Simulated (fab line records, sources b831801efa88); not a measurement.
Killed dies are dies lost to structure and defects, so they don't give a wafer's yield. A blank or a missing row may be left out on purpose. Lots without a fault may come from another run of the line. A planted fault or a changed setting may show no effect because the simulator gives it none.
Which tool did it? | flow sky130 | 8 lots, 24 wafers sampled, at 6 steps of a route of 708

WHAT THE GAUGES READ, wafer by wafer
SKY_SONOS_ONO_OVL_MEAS_14. Usual: SONOS_ONO_OVL 0.0 nm, standard deviation 1.2.
lot  | measured     | on         | SONOS_ONO_OVL (nm) | flag
L207 | day 12 12:58 | overlay-01 | 1.4 1.1 1.3        |
L208 | day 12 16:58 | overlay-01 | 1.2 1.5 1.6        |
L209 | day 13 00:48 | overlay-02 | 1.5 -0.2 0.7       |
L210 | day 13 09:01 | overlay-02 | -0.9 -1.5 0.3      |
L211 | day 13 20:11 | overlay-02 | 1.1 -0.3 -0.6      |
L212 | day 14 03:57 | overlay-01 | 0.1 -0.8 -0.1      |
L213 | day 14 13:02 | overlay-01 | -0.9 -0.6 -2.4     |
L214 | day 14 13:13 | overlay-01 | -0.9 -1.0 -1.6     |

SKY_RES_PROTECT_TW_MEAS_08. Usual: POLY_GATE_TW 4054, standard deviation 22.
lot  | measured     | on            | POLY_GATE_TW   | flag
L207 | day 14 23:16 | film_metro-01 | 4069 4075 4071 |
L208 | day 15 05:37 | film_metro-01 | 4050 4031 4041 |
L209 | day 15 15:44 | film_metro-01 | 4071 4061 4052 |
L210 | day 15 22:37 | film_metro-03 | 4038 4038 4072 |
L211 | day 16 10:55 | film_metro-03 | 3584 3614 3591 | OFF
L212 | day 16 19:47 | film_metro-03 | 3586 3593 3574 | OFF
L213 | day 17 06:53 | film_metro-03 | 3585 3586 3574 | OFF
L214 | day 17 07:16 | film_metro-04 | 3572 3601 3567 | OFF

SKY_POLY_CUT_OVL_MEAS_09. Usual: POLY_CUT_OVL 1 nm, standard deviation 6.7.
lot  | measured     | on         | POLY_CUT_OVL (nm) | flag
L207 | day 24 00:47 | overlay-02 | 12 2 8            |
L208 | day 24 04:56 | overlay-02 | 3 8 4             |
L209 | day 24 17:06 | overlay-02 | -2 7 12           |
L210 | day 25 02:38 | overlay-01 | 4 -1 -2           |
L211 | day 25 15:59 | overlay-01 | -5 -12 -14        |
L212 | day 25 23:39 | overlay-01 | 8 4 2             |
L213 | day 26 11:46 | overlay-02 | -10 -11 8         |
L214 | day 26 11:08 | overlay-02 | -1 -5 -7          |

SKY_SD_P_TW_MEAS_11. Usual: SD_P_TW 2839, standard deviation 23.
lot  | measured     | on            | SD_P_TW        | flag
L207 | day 25 06:24 | film_metro-03 | 2871 2876 2864 |
L208 | day 25 11:31 | film_metro-03 | 2862 2864 2866 |
L209 | day 25 23:17 | film_metro-02 | 2779 2784 2790 |
L210 | day 26 08:15 | film_metro-02 | 2817 2816 2841 |
L211 | day 26 20:59 | film_metro-02 | 2831 2829 2834 |
L212 | day 27 04:11 | film_metro-03 | 2842 2831 2838 |
L213 | day 27 17:02 | film_metro-04 | 2857 2854 2846 |
L214 | day 27 16:10 | film_metro-04 | 2868 2862 2862 |

WHICH TOOL RAN EACH LOT (tool, then ch and the chambers of the sampled wafers, then the start)
lot  | SKY_POLY_GATE_IMPLANT_02        | SKY_RES_PROTECT_STRIP_07
L207 | implanter-01 ch 0, day 14 23:02 | plasma_asher-03 ch 0,1, day 14 23:10
L208 | implanter-01 ch 0, day 15 05:23 | plasma_asher-03 ch 0,1, day 15 05:31
L209 | implanter-04 ch 0, day 15 15:31 | plasma_asher-04 ch 0,1, day 15 15:39
L210 | implanter-04 ch 0, day 15 22:23 | plasma_asher-04 ch 0,1, day 15 22:31
L211 | implanter-01 ch 0, day 16 10:41 | plasma_asher-03 ch 0, day 16 10:49
L212 | implanter-02 ch 0, day 16 19:34 | plasma_asher-02 ch 0,1, day 16 19:41
L213 | implanter-04 ch 0, day 17 06:38 | plasma_asher-02 ch 0,1, day 17 06:47
L214 | implanter-01 ch 0, day 17 07:02 | plasma_asher-04 ch 0, day 17 07:10
- SKY_POLY_GATE_IMPLANT_02
- SKY_RES_PROTECT_STRIP_07: strips in O2/N2.

WHAT THE TOOLS THEMSELVES READ (means of the sampled wafers that have a number; where no wafer has one, the mark that the record gives instead)
SKY_RES_PROTECT_STRIP_07. Usual: drypump_motor_current_A 5.7 A, standard deviation 0.33; oes_product_au 0.518 a.u., standard deviation 0.0046; strip_time_to_endpoint_s 23.31 s, standard deviation 0.036.
lot  | tool            | drypump_motor_current_A (A) | oes_product_au (a.u.) | strip_time_to_endpoint_s (s) | flag
L207 | plasma_asher-03 | 5.3                         | 0.520                 | 23.27                        |
L208 | plasma_asher-03 | 5.3                         | 0.519                 | 23.31                        |
L209 | plasma_asher-04 | 6.1                         | 0.512                 | 23.30                        |
L210 | plasma_asher-04 | 5.9                         | 0.518                 | 23.26                        |
L211 | plasma_asher-03 | 5.6                         | 0.562                 | 20.47                        | OFF
L212 | plasma_asher-02 | 5.6                         | 0.559                 | 20.42                        | OFF
L213 | plasma_asher-02 | 5.6                         | 0.552                 | 20.46                        | OFF
L214 | plasma_asher-04 | 6.2                         | 0.558                 | 20.44                        | OFF

THE ANSWER, worked out from the rows above alone
Rule: a lot is off if the mean of its wafers that have a number lies more than 3 standard deviations from the usual mean. A lot without any number at a reading at which 4 lots or more have one is off too. The other lots that the step has rows for count as sound. The gauges are gone through in route order, then the tools' own readings, and for those a lot's mean is taken as printed above. The first step at which some lot is off is used, and at that step the reading that is off furthest; a lot without a number counts as furthest.
Off: L211, L212, L213, L214, at SKY_RES_PROTECT_TW_MEAS_08 (POLY_GATE_TW).
A tool fits if, at a process step before that reading, it ran every lot that is off, and no sound lot after the first of them. The gauges at SKY_RES_PROTECT_TW_MEAS_08 aren't tried: what is off there is off at SKY_RES_PROTECT_STRIP_07 too, on other tools, and a gauge's error can't cause that. None of those tried fits.

WHAT THE SIMULATOR HAD PUT IN
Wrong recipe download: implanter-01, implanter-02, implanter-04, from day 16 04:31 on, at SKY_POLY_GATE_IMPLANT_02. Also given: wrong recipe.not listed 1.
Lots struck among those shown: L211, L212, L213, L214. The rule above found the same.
